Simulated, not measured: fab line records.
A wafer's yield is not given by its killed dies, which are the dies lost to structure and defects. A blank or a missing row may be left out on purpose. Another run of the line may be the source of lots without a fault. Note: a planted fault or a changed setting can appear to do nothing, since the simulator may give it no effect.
Matching of chambers -- flow gf180mcu -- GF_STI_CMP_25 on cmp-01 has 4 sister chambers
The step polishes, stops on Si3N4, t overpolish 33 s, target thk 524.6 nm. 16 wafers are shown with their chamber, then 8 later ones without.

== EACH WAFER AND ITS CHAMBER ==
wafer,chamber,motor-current-A (A),time-to-endpoint-s (s),overpolish-run-s (s)
L825.2,0,12.0,123,32.988
L825.3,3,11.6,125,33.005
L825.5,3,11.4,121,33.004
L826.2,2,11.5,127,32.999
L826.3,1,12.3,127,33.005
L826.5,2,11.7,123,32.987
L828.1,0,11.9,126,32.995
L828.2,2,11.6,123,32.999
L828.3,1,12.8,129,32.982
L829.1,2,11.6,125,33.010
L829.2,3,11.7,120,32.991
L829.3,1,13.6,131,32.990
L834.1,3,12.2,122,32.998
L834.3,2,11.7,123,32.979
L834.6,0,12.6,126,32.991
L844.2,0,12.4,128,33.006

SIGNATURES (averages over the wafers above)
reading,chamber 0,chamber 1,chamber 2,chamber 3,scatter within a chamber
motor-current-A,12.225,12.900,11.620,11.725,0.361
time-to-endpoint-s,125.75,129.00,124.20,122.00,1.99
overpolish-run-s,32.99500,32.99233,32.99480,32.99950,0.00983
Rule: distance of a wafer from a chamber = root of the sum over the readings of ((wafer's reading minus chamber's mean) / reading's scatter) squared. The wafer belongs to the nearest chamber; if the next one is less than 2 further off, it can't be placed. The scatter: the root of (the sum of the squares of (reading less its chamber's mean) over the shown wafers, divided by (wafers less chambers)).

== WAFERS WHOSE CHAMBER IS MISSING ==
wafer,motor-current-A (A),time-to-endpoint-s (s),overpolish-run-s (s)
L844.3,11.5,119,33.005
L844.5,12.6,124,32.983
L846.2,12.5,119,32.994
L846.4,12.9,134,32.986
L846.6,12.1,127,32.996
L847.3,12.0,130,32.988
L847.5,11.8,126,33.004
L847.6,11.8,117,32.988

== WHICH CHAMBER EACH ONE RAN IN ==
wafer,from the rows above,in truth
L844.3,can't be placed: 3 or 2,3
L844.5,can't be placed: 0 or 1 or 2 or 3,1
L846.2,can't be placed: 3 or 0 or 2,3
L846.4,1,1
L846.6,can't be placed: 0 or 2 or 1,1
L847.3,can't be placed: 0 or 1 or 2 or 3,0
L847.5,can't be placed: 2 or 0 or 3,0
L847.6,can't be placed: 3 or 2 or 0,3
1 of 8 placed correctly. Unplaceable from these rows: 7, with the true chamber sitting among the candidates in 7. Number placed wrongly: 0.
